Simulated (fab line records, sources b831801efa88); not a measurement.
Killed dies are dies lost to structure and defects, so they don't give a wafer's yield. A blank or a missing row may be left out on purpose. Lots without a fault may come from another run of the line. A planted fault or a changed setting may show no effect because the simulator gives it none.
Which tool did it? | flow sky130 | 11 lots, 33 wafers sampled, at 3 steps of a route of 708

WHAT THE GAUGES READ, wafer by wafer
SKY_VT_ADJUST_LVTN_TW_MEAS_21.
lot  | measured     | on            | VT_ADJUST_LVTN_2_TW
L209 | day 9 06:43  | film_metro-04 | 189.6 188.6 189.5
L210 | day 9 11:53  | film_metro-01 | 188.4 187.6 189.4
L212 | day 10 02:28 | film_metro-01 | 188.4 187.9 187.9
L213 | day 10 13:28 | film_metro-04 | 30.1 30.0 30.2 30.0 30.1 30.0
L216 | day 11 03:35 | film_metro-01 | 189.4 188.5 188.4
L217 | day 11 09:43 | film_metro-02 | 185.8 185.9 186.6
L222 | day 12 19:22 | film_metro-02 | 186.2 185.8 186.0
L223 | day 13 02:19 | film_metro-04 | 187.6 188.0 186.6
L224 | day 13 09:01 | film_metro-04 | 187.4 188.6 187.9
L225 | day 13 16:06 | film_metro-01 | 188.7 188.3 187.6
L227 | day 14 01:18 | film_metro-02 | 186.1 186.2 185.2

WHICH TOOL RAN EACH LOT (tool, then ch and the chambers of the sampled wafers, then the start)
lot  | SKY_VT_ADJUST_LVTN_STRIP_09          | SKY_VT_ADJUST_LVTN_STRIP_20
L209 | plasma_asher-02 ch 0,1, day 8 09:01  | plasma_asher-04 ch 0,1, day 9 06:37
L210 | plasma_asher-03 ch 0,1, day 8 14:25  | plasma_asher-03 ch 1, day 9 11:46
L212 | plasma_asher-03 ch 0,1, day 9 04:22  | plasma_asher-04 ch 0,1, day 10 02:21
L213 | plasma_asher-03 ch 0,1, day 9 14:37  | plasma_asher-02 ch 0,1, day 10 13:21
L216 | plasma_asher-04 ch 0,1, day 10 03:37 | plasma_asher-04 ch 0,1, day 11 03:28
L217 | plasma_asher-04 ch 0,1, day 10 10:19 | plasma_asher-02 ch 0,1, day 11 09:36
L222 | plasma_asher-02 ch 0,1, day 11 17:57 | plasma_asher-04 ch 0,1, day 12 19:15
L223 | plasma_asher-02 ch 0, day 12 01:28   | plasma_asher-02 ch 0,1, day 13 02:13
L224 | plasma_asher-02 ch 0,1, day 12 08:31 | plasma_asher-04 ch 1, day 13 08:55
L225 | plasma_asher-04 ch 1, day 12 16:04   | plasma_asher-04 ch 1, day 13 16:00
L227 | plasma_asher-04 ch 0,1, day 13 01:39 | plasma_asher-02 ch 0,1, day 14 01:12
- SKY_VT_ADJUST_LVTN_STRIP_09: strips in O2/N2.
- SKY_VT_ADJUST_LVTN_STRIP_20: strips in O2/N2.

THE ANSWER, worked out from the rows above alone
Rule: what is usual is taken from the lots themselves. Put in order of their means at a reading, lots are off if they are a third of the lots or fewer, leave a main group of 4 or more, and stand apart from it by a gap of 3 or more times the standard deviation of the main group's means; of several such gaps the widest counts. A main group whose means are all the same, to the digits that the tables above print for the reading, isn't used. A lot without any number at a reading at which 4 lots or more have one is off too. The other lots that the step has rows for count as sound.
Off: L213, at SKY_VT_ADJUST_LVTN_TW_MEAS_21 (VT_ADJUST_LVTN_2_TW). The main group: mean 187.6, standard deviation 1.2.
A tool fits if, at a process step before that reading, it ran every lot that is off, and no sound lot after the first of them. The gauges at SKY_VT_ADJUST_LVTN_TW_MEAS_21 are tried like those tools. One fits: plasma_asher-03 at SKY_VT_ADJUST_LVTN_STRIP_09. Its last sound lot is L212 (day 9 04:22), its first lot that is off L213 (day 9 14:37): a fault that began between those two fits.

WHAT THE SIMULATOR HAD PUT IN
Strip aborted: plasma_asher-03, from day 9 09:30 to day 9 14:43, at SKY_VT_ADJUST_LVTN_STRIP_09. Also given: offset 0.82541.
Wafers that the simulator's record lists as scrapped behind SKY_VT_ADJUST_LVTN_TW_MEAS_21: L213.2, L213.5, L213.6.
Lots struck among those shown: L213. The rule above found the same.
